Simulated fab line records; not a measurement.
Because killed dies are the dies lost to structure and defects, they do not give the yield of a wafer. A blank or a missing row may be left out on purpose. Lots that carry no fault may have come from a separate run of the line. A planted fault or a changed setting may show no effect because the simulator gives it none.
Struck lot and sound lot, side by side || flow sky130 || 33 out of 708 route steps
Sound: the wafers L669.1, L669.3, L669.6. The struck wafers were L679.1, L679.4, L679.5. The cause comes at the end.
Each step with rows lists, per side, the tool, then ch with its chambers, then its first start. Under that, the readings that differ: sound wafers || struck wafers || difference of the means || sigmas: that difference in standard deviations of wafers without a fault.
alike: readings with means less than 2 such deviations apart, plus words and numbers identical on both sides. not compared: withheld readings, readings lacking a value on some wafer, bounds such as >300 that could conceal the same value, and numbers that have no deviation in the record and whose values overlap.
A row with sigmas, a row that says differs or no value, or rows on one side alone: a step with any of these is where the two part. Numbers that have no deviation but don't overlap get no sigmas and don't part them. Lack of a reading on every wafer of one side parts them only where that side has two or more wafers.

SKY_METAL3_CD_MEAS_13: target cd 300 nm.
  sound: cd_sem-02 at day 39 13:07; struck: cd_sem-01 at day 42 12:55
  alike: cd_nm
SKY_METAL3_OVL_MEAS_14:
  sound: overlay-01 at day 39 13:14; struck: overlay-01 at day 42 13:02
  alike: METAL3_OVL
SKY_METAL3_DESCUM_15: chemistry O2, time 8 s.
  sound on rie_metal-03 ch 0,1, day 39 13:16; struck on rie_metal-04 ch 0,1, day 42 13:04
{"reading": "oes_product_au (a.u.)", "sound": "1.010 1.013 1.031", "struck": "1.001 1.007 0.990", "difference": -0.019, "sigmas": -2}
  alike: drypump_motor_current_A
  not compared: rf_hours_counter_h
then, 1 step without rows for these wafers: SKY_METAL3_ETCH_16 (etches BARC in N2/H2, stops on SiO2, time 88.2 s, target depth 60 nm).
SKY_METAL3_ETCH_17: etches SiO2 in C4F8/O2/Ar, stops on TiN, time 3.9 s, target depth 15 nm.
  sound on rie_diel-02 ch 0,2, day 39 13:24; struck on rie_diel-04 ch 2,3, day 42 13:12
  alike: oes_product_au
then, 6 steps without rows for these wafers: SKY_METAL3_METAL_ETCH_18 (etches the open film in Cl2/BCl3, stops on SiO2, target depth 845 nm, time 183.1 s); SKY_METAL3_STRIP_19 (strips in O2/N2); SKY_METAL3_STRIP_20 (strips in post etch residue remover, time 1200 s); SKY_METAL3_CLEAN_21 (cleans in IPA, time 180 s); SKY_METAL3_CLEAN_22 (cleans in O3/DIW); SKY_VIA3_HDPCVD_00 (deposits SiO2, target thk 1635 nm, time 272.5 s).
SKY_VIA3_THK_MEAS_01:
  sound: film_metro-03 at day 39 14:26; struck: film_metro-04 at day 42 14:10
  alike: VIA3_HDPCVD_THK
SKY_VIA3_CMP_02: polishes SiO2.
  sound on cmp-02 ch 0,1,2, day 39 14:36; struck on cmp-01 ch 1,3, day 42 14:35
  no value came back on the struck wafers for edge_zone_pressure_frac, head_pressure_psi (psi), motor_current_A (A); on the sound wafers edge_zone_pressure_frac reads 1.003 0.998 1.000
{"reading": "model.SiO2_of_VIA3_HDPCVD_00.thk_nm (nm)", "sound": "464 464.5 465.4", "struck": "1651 1627 1630", "difference": "+1171", "sigmas": ""}
SKY_VIA3_BOW_MEAS_03:
  sound: film_metro-01 at day 39 14:48; struck: film_metro-03 at day 42 14:50
{"reading": "VIA3_BOW (um)", "sound": "78 78 81", "struck": "128 130 120", "difference": "+47", "sigmas": "+6"}
then, 8 steps without rows for these wafers: SKY_VIA3_DEHYDRATE_04 (time 60 s); SKY_VIA3_HMDS_05 (prime time 60 s); SKY_VIA3_COAT_06 (resist thk 60 nm); SKY_VIA3_COAT_07 (resist thk 450 nm); SKY_VIA3_SOFTBAKE_08 (time 85.78 s); SKY_VIA3_EXPOSE_09 (exposes mask VIM3, target cd 200 nm); SKY_VIA3_PEB_10; SKY_VIA3_DEVELOP_11 (develop time 60 s).
SKY_VIA3_CD_MEAS_12: target cd 200 nm.
  sound: cd_sem-02 at day 40 15:42; struck: cd_sem-02 at day 43 14:25
{"reading": "cd_nm (nm)", "sound": "203.1 202.2 202.5", "struck": "199.3 198.9 199.5", "difference": -3.4, "sigmas": -2}
SKY_VIA3_OVL_MEAS_13:
  sound: overlay-01 at day 40 15:49; struck: overlay-01 at day 43 14:32
{"reading": "VIA3_OVL (nm)", "sound": "-13 -8 -9", "struck": "6 3 1", "difference": "+13", "sigmas": "+3"}
SKY_VIA3_ETCH_14: etches BARC in N2/H2, stops on SiO2, time 45.9 s, target depth 60 nm.
  sound on rie_diel-04 ch 2,3, day 40 15:52; struck on rie_diel-02 ch 1,2, day 43 14:34
  alike: drypump_motor_current_A, oes_product_au, throttle_valve_pct
  not compared: rf_hours_counter_h
SKY_VIA3_ETCH_15: etches SiO2 in C4F8/O2/Ar, stops on TiN, target depth 507 nm, time 78 s.
  sound on rie_diel-04 ch 2,3, day 40 15:54; struck on rie_diel-02 ch 1,2, day 43 14:37
{"reading": "oes_product_au (a.u.)", "sound": "0.936 0.939 0.949", "struck": "1.657 1.649 1.654", "difference": "+0.712", "sigmas": "+99 or more"}
{"reading": "model.etch.depth_nm (nm)", "sound": "464 464.5 465.4", "struck": "524.2 515.4 518.5", "difference": "+54.7", "sigmas": ""}
{"reading": "model.VIA3.feature_depth_nm (nm)", "sound": "464 464.5 465.4", "struck": "524.2 515.4 518.5", "difference": "+54.7", "sigmas": ""}
  not compared: rf_hours_counter_h
then, 4 steps without rows for these wafers: SKY_VIA3_STRIP_16 (strips in O2/N2); SKY_VIA3_STRIP_17 (strips in post etch residue remover, time 1200 s); SKY_VIA3_CLEAN_18 (cleans in IPA, time 180 s); SKY_VIA3_CLEAN_19 (cleans in O3/DIW).
SKY_VIA3_SPUTTER_20: material TiN, target thk 20 nm, time 80 s.
  sound: pvd_sputter-03 at day 40 16:35; struck: pvd_sputter-03 at day 43 15:27
  alike: throttle_valve_pct
SKY_VIA3_CVD_21: deposits W, target thk 390 nm, time 117.31 s.
  sound on cvd_w-01 ch 0,1, day 40 16:38; struck on cvd_w-01 ch 0, day 43 15:31
  alike: heater_power_outer_w, heater_power_w
SKY_VIA3_CMP_24: polishes, stops on SiO2, t overpolish 20 s, target thk 0 nm.
  sound on cmp-02 ch 1,2,3, day 40 17:08; struck on cmp-02 ch 1,3, day 43 15:52
{"reading": "model.SiO2_of_VIA3_HDPCVD_00.thk_nm (nm)", "sound": "459.6 460.1 461", "struck": "1647 1623 1626", "difference": "+1172", "sigmas": ""}
  alike: edge_zone_pressure_frac, head_pressure_psi, motor_current_A

== WHERE THEY PART ==
First at SKY_METAL3_DESCUM_15; last, within this record, at SKY_VIA3_ETCH_15. Later steps at which nothing parts them and some readings are alike: SKY_VIA3_SPUTTER_20, SKY_VIA3_CVD_21, SKY_VIA3_CMP_24.

WHY: what the simulator had put in
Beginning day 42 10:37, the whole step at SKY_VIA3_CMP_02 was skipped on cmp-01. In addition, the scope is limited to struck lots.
